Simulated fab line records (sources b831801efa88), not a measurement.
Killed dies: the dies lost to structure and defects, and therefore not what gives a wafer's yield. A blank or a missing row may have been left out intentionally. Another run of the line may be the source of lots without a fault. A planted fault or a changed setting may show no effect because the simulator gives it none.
A struck lot beside a sound one | flow sky130 | 15 steps out of a route of 708
Sound: the wafers L760.2, L760.3, L760.6. The struck wafers were L766.1, L766.2, L766.6. Last of all comes the cause.
For every step that has rows: the tool of each side, followed by ch and its chambers, followed by its first start. Under that, the readings that differ: sound wafers | struck wafers | difference of the means | sigmas: that difference in standard deviations of wafers without a fault.
alike: same words and numbers on both sides, and readings whose means sit less than 2 such deviations apart. not compared: any withheld reading, any reading some wafer has no value for, any bound like >300 that may hide the same value, and any number with overlapping values for which the record gives no deviation.
A row with sigmas, a row that says differs or no value, or rows on one side alone: a step with any of these is where the two part. Numbers that don't overlap but have no deviation are shown without sigmas and don't part them. A reading that every wafer of one side lacks parts them only if that side has two wafers or more.

first, 3 steps without rows for these wafers: SKY_SONOS_TUNNEL_EXPOSE_04 (exposes mask TUNM, target cd 410 nm); SKY_SONOS_TUNNEL_PEB_05; SKY_SONOS_TUNNEL_DEVELOP_06 (develop time 60 s).
SKY_SONOS_TUNNEL_CD_MEAS_07: target cd 410 nm.
  sound on cd_sem-02, day 13 03:04; struck on cd_sem-02, day 14 08:36
  alike: cd_nm
SKY_SONOS_TUNNEL_OVL_MEAS_08:
  sound on overlay-01, day 13 03:11; struck on overlay-01, day 14 08:43
  alike: SONOS_TUNNEL_OVL
then, 3 steps without rows for these wafers: SKY_SONOS_TUNNEL_IMPLANT_09; SKY_SONOS_TUNNEL_WET_ETCH_10 (etches SiO2 in dHF, target depth 14 nm, time 280 s); SKY_SONOS_TUNNEL_STRIP_11 (strips in SPM, time 600 s).
SKY_SONOS_TUNNEL_TW_MEAS_12:
  sound on film_metro-02, day 13 03:38; struck on film_metro-04, day 14 09:11
  reading         | sound             | struck            | difference | sigmas
  SONOS_TUNNEL_TW | 200.6 200.7 199.7 | 194.5 193.9 194.5 | -6.0       | -2
then, 2 steps without rows for these wafers: SKY_SONOS_TUNNEL_CLEAN_13 (cleans in dHF, time 20 s); SKY_SONOS_ONO_OXIDATION_00 (stabilise 600 s, purge 300 s, target thk 2.6 nm).
SKY_SONOS_ONO_THK_MEAS_01:
  sound on film_metro-01, day 13 05:46; struck on film_metro-03, day 14 12:05
  alike: SONOS_ONO_OXIDATION_THK
SKY_SONOS_ONO_CVD_02: deposits Si3N4 from DCS/NH3, target thk 10.5 nm, time 180 s.
  sound on lpcvd-02 ch 1, day 13 08:56; struck on lpcvd-02 ch 1, day 14 12:35
  reading                                     | sound             | struck            | difference | sigmas
  model.Si3N4_of_SONOS_ONO_CVD_02.thk_nm (nm) | 10.45 10.51 10.53 | 8.053 8.041 8.081 | -2.438     |
  alike: susceptor_temp_C, zone_power_lower_pct
SKY_SONOS_ONO_THK_MEAS_03:
  sound on film_metro-01, day 13 10:00; struck on film_metro-03, day 14 14:10
  reading                   | sound             | struck         | difference | sigmas
  SONOS_ONO_CVD_02_THK (nm) | 10.42 10.54 10.51 | 8.05 8.08 8.09 | -2.42      | -16
then, 1 step without rows for these wafers: SKY_SONOS_ONO_CVD_04 (deposits SiO2 from SiH4/N2O, target thk 5.7199 nm).

## WHERE THEY PART
Earliest at SKY_SONOS_TUNNEL_TW_MEAS_12; latest, in this record, at SKY_SONOS_ONO_THK_MEAS_03.

WHY: the cause the simulator had injected
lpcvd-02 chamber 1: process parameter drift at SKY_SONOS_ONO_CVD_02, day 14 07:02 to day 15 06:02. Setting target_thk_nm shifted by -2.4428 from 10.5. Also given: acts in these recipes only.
